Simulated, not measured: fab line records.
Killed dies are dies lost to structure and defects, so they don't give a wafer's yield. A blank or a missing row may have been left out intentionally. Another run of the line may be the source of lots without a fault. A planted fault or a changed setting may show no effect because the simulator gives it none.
The tool behind it: which one?	flow gf180mcu	Sampling: 6 lots, 18 wafers, 2 of 602 route steps

WHAT THE GAUGES SHOWED, per wafer
GF_V3_THK_MEAS_25: measures by xrf.
lot	measured	on	V3_W_THK (nm)
L812	day 23 00:48	film-metro-01	353 350 355
L814	day 23 19:51	film-metro-03	353 350 350
L816	day 24 18:43	film-metro-03	350 349 349
L821	day 25 23:39	film-metro-01	340 342 343
L825	day 27 13:05	film-metro-04	348 345 348
L831	day 29 06:22	film-metro-03	358 353 347

WHAT TOOL EACH LOT RAN ON (gives the tool, then ch and the chambers of the sampled wafers, and finally the start)
lot	GF_V3_SPUTTER_21
L812	pvd-sputter-03, day 23 00:28
L814	pvd-sputter-04, day 23 19:31
L816	pvd-sputter-04, day 24 18:23
L821	pvd-sputter-02, day 25 23:19
L825	pvd-sputter-04, day 27 12:44
L831	pvd-sputter-03, day 29 06:02
- GF_V3_SPUTTER_21: material Ti, target thk 15 nm, time 80.02 s.

THE ANSWER, worked out from the rows above alone
Rule: what is usual is taken from the lots themselves. The widest of any qualifying gaps counts: lots, ordered by their means at a reading, are off when they make up no more than a third of the lots, leave a main group of 4 or more, and stand apart from it by 3 or more times the standard deviation of that group's means. A main group whose means are all the same, to the digits that the tables above print for the reading, isn't used. Also off: a lot with no number at a reading for which 4 or more lots have one. Where the step has rows for the other lots, those lots are counted as sound.
Across all readings shown, no lot is off: no conclusion can be drawn from this.

WHAT THE SIMULATOR HAD INSERTED
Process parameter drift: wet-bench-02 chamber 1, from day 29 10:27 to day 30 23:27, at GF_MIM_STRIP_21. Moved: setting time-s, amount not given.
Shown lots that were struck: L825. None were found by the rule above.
